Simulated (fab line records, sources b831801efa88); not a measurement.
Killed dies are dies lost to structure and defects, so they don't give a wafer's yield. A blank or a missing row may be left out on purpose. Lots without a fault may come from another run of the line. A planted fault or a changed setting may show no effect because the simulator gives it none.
Which tool did it? | flow gf180mcu | 24 lots, 72 wafers sampled, at 1 step of a route of 602

WHAT THE GAUGES READ, wafer by wafer
GF_CONTACT_THK_MEAS_26: measures by xrf. Usual: CONTACT_W_THK 302 nm, standard deviation 7.1.
lot  | measured     | on            | CONTACT_W_THK (nm) | flag
L074 | day 15 22:01 | film_metro-03 | 306 313 310        |
L075 | day 16 05:51 | film_metro-04 | 301 303 303        |
L076 | day 16 13:18 | film_metro-04 | 299 295 296        |
L077 | day 17 09:14 | film_metro-04 | 302 300 297        |
L078 | day 17 16:58 | film_metro-02 | 308 306 306        |
L079 | day 18 02:31 | film_metro-02 | 302 309 299        |
L080 | day 18 08:04 | film_metro-02 | 305 298 304        |
L081 | day 18 10:50 | film_metro-03 | 289 292 309        |
L082 | day 19 07:56 | film_metro-04 | 299 317 302        |
L083 | day 19 10:13 | film_metro-03 | 310 289 292        |
L084 | day 19 18:41 | film_metro-04 | 302 297 303        |
L085 | day 20 03:37 | film_metro-03 | 311 308 291        |
L086 | day 20 14:37 | film_metro-02 | 301 301 299        |
L087 | day 21 02:44 | film_metro-04 | 298 303 296        |
L088 | day 21 21:24 | film_metro-02 | 311 295 294        |
L089 | day 22 00:58 | film_metro-03 | 287 287 311        |
L090 | day 22 06:04 | film_metro-02 | 303 300 304        |
L091 | day 22 14:13 | film_metro-04 | 297 298 296        |
L092 | day 23 01:16 | film_metro-03 | 294 316 310        |
L093 | day 23 02:16 | film_metro-03 | 301 298 300        |
L094 | day 23 11:25 | film_metro-03 | 300 298 300        |
L095 | day 23 18:43 | film_metro-04 | 316 315 311        |
L096 | day 23 22:13 | film_metro-03 | 313 295 311        |
L097 | day 24 07:28 | film_metro-02 | 295 311 311        |

WHICH TOOL RAN EACH LOT (tool, then ch and the chambers of the sampled wafers, then the start)
The record holds no process step before these readings.

WHAT THE TOOLS THEMSELVES READ (means of the sampled wafers that have a number; where no wafer has one, the mark that the record gives instead)
The record holds no such reading with a usual standard deviation.

THE ANSWER, worked out from the rows above alone
Rule: a lot is off if the mean of its wafers that have a number lies more than 3 standard deviations from the usual mean. A lot without any number at a reading at which 4 lots or more have one is off too. The other lots that the step has rows for count as sound. The gauges are gone through in route order, then the tools' own readings, and for those a lot's mean is taken as printed above. The first step at which some lot is off is used, and at that step the reading that is off furthest; a lot without a number counts as furthest.
No lot is off at any reading shown: from this, nothing can be told.

WHAT THE SIMULATOR HAD PUT IN
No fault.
